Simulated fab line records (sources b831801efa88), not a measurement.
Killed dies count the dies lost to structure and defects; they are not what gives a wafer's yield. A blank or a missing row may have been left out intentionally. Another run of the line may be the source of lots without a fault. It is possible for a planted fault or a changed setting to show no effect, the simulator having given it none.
Comparing a struck lot with a sound one ; flow sky130 ; 21 out of 708 route steps
Sound: wafers L531.1, L531.2, L531.5. Wafers struck: L535.1, L535.3, L535.4. The cause comes at the end.
Order at every step that has rows: each side's tool, ch and its chambers, its first start. Under that, the readings that differ: sound wafers ; struck wafers ; difference of the means ; sigmas: that difference in standard deviations of wafers without a fault.
alike: same words and numbers on both sides, and readings whose means sit less than 2 such deviations apart. not compared: any withheld reading, any reading some wafer has no value for, any bound like >300 that may hide the same value, and any number with overlapping values for which the record gives no deviation.
The two part at a step that has a row with sigmas, a row that says differs or no value, or rows on one side only. When numbers do not overlap yet have no deviation, they are printed without sigmas and do not part them. Lack of a reading on every wafer of one side parts them only where that side has two or more wafers.

first, 1 step without rows for these wafers: SKY_RES_XHIGH_IMPLANT_07.
SKY_RES_XHIGH_STRIP_08: strips in O2/N2.
  sound on plasma_asher-03 ch 0,1, day 28 02:16; struck on plasma_asher-02 ch 0,1, day 29 23:56
  alike: chamber_pressure_mTorr, drypump_motor_current_A, oes_product_au, strip_time_to_endpoint_s
  not compared: rf_hours_counter_h
SKY_RES_XHIGH_TW_MEAS_09:
  struck on film_metro-03, day 30 00:02; sound on film_metro-03, day 28 02:22
  alike: RES_XHIGH_TW
then, 7 steps without rows for these wafers: SKY_SD_N_DEHYDRATE_00 (time 60 s); SKY_SD_N_HMDS_01 (prime time 60 s); SKY_SD_N_COAT_02 (resist thk 1140 nm); SKY_SD_N_SOFTBAKE_03 (time 60 s); SKY_SD_N_EXPOSE_04 (exposes mask NSDM, target cd 380 nm); SKY_SD_N_PEB_05; SKY_SD_N_DEVELOP_06 (develop time 60 s).
SKY_SD_N_CD_MEAS_07: the cd target is 380 nm.
  struck on cd_sem-01, day 31 03:08; sound on cd_sem-02, day 29 06:05
  alike: cd_nm
SKY_SD_N_OVL_MEAS_08:
  struck on overlay-01, day 31 03:15; sound on overlay-01, day 29 06:12
  alike: SD_N_OVL
SKY_SD_N_IMPLANT_09:
  sound on implanter-01 ch 0, day 29 06:14; struck on implanter-03 ch 0, day 31 03:17
reading;sound;struck;difference;sigmas
beam_on_s (s);18.2 18.0 18.5;10.1 10.0 10.5;-8.0;-17
dose_ions_cm2;4.002e+15 3.993e+15 3.997e+15;2.162e+15 2.164e+15 2.16e+15;-1.835e+15;-99 or more
following that, these wafers have no rows for 1 step: SKY_SD_N_IMPLANT_10.
SKY_SD_N_STRIP_11: strips in O2/N2.
  sound on plasma_asher-02 ch 0,1, day 29 06:32; struck on plasma_asher-01 ch 0,1, day 31 03:35
reading;sound;struck;difference;sigmas
oes_product_au (a.u.);0.525 0.540 0.520;0.557 0.563 0.557;+0.031;+7
strip_time_to_endpoint_s (s);22.60 22.61 22.61;20.41 20.41 20.42;-2.19;-51
  alike: chamber_pressure_mTorr, drypump_motor_current_A
  not compared: rf_hours_counter_h
SKY_SD_N_TW_MEAS_12:
  struck on film_metro-01, day 31 03:41; sound on film_metro-02, day 29 06:38
  alike: SD_N_TW
then, 1 step without rows for these wafers: SKY_SD_N_CLEAN_13 (cleans in SC1/SC2, time 150 s).
SKY_SD_N_RTA_14: time 2 s.
  sound on rtp_anneal-02 ch 0, day 29 06:45; struck on rtp_anneal-02 ch 0, day 31 03:48
  alike: anneal_temp_c_max, lamp_power_pct, wafer_temp_C_max
SKY_SD_N_RS_MEAS_16: uses a four-point probe to measure.
  struck on film_metro-03, day 31 04:02; sound on film_metro-03, day 29 06:55
reading;sound;struck;difference;sigmas
SD_N_RS (ohm/sq);68.97 68.77 68.95;76.69 76.42 76.45;+7.62;+45
SKY_SD_N_RS_MEAS_17: uses a four-point probe to measure.
  struck on film_metro-03, day 31 04:09; sound on film_metro-03, day 29 07:02
  alike: SD_P_RS
-- the record jumps here: 17 days lie between the struck wafers' starts before and after (it left off in module SD_N and takes up again in module PAD_OPEN, whose first step shown is number 708 of the route) --
SKY_PAD_OPEN_PROBE_99:
  struck on prober-02, day 48 03:15; sound on prober-02, day 46 16:09
reading;sound;struck;difference;sigmas
model.etest.res_ndiff.line_ohm_um;770.2 774.2 752.4;872 887.4 870.9;+111;
model.etest.nfet_g5v0d10v5.r_on_ohm_um;1858 1876 1889;1932 1934 1956;+66;
model.etest.sonos_uncharged.r_on_ohm_um;780.3 792.9 806.9;858.1 848 859.3;+61.8;
model.etest.licon_ndiff.rc_ohm;176.1 181.6 183.8;217.8 216.2 214.4;+35.6;
model.etest.res_ndiff_hv.rs_ohm_sq;114 113.5 114.4;133.9 132.6 133.5;+19.4;
model.etest.res_ndiff.rs_ohm_sq;120.5 120.6 120.4;139.6 139.2 138.9;+18.7;
  alike: killed_at_M0_to_M3, killed_at_M4_up, killed_at_contacts, killed_at_front_end, killed_at_other, killed_dies, killed_open, killed_short

## WHERE THEY PART
Earliest at SKY_SD_N_IMPLANT_09; latest, in this record, at SKY_SD_N_RS_MEAS_16. Later steps at which nothing parts them and some readings are alike: SKY_SD_N_RS_MEAS_17, SKY_PAD_OPEN_PROBE_99.

WHY: what had been put in by the simulator
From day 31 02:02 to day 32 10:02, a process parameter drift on implanter-03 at SKY_SD_N_IMPLANT_09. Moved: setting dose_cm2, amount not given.
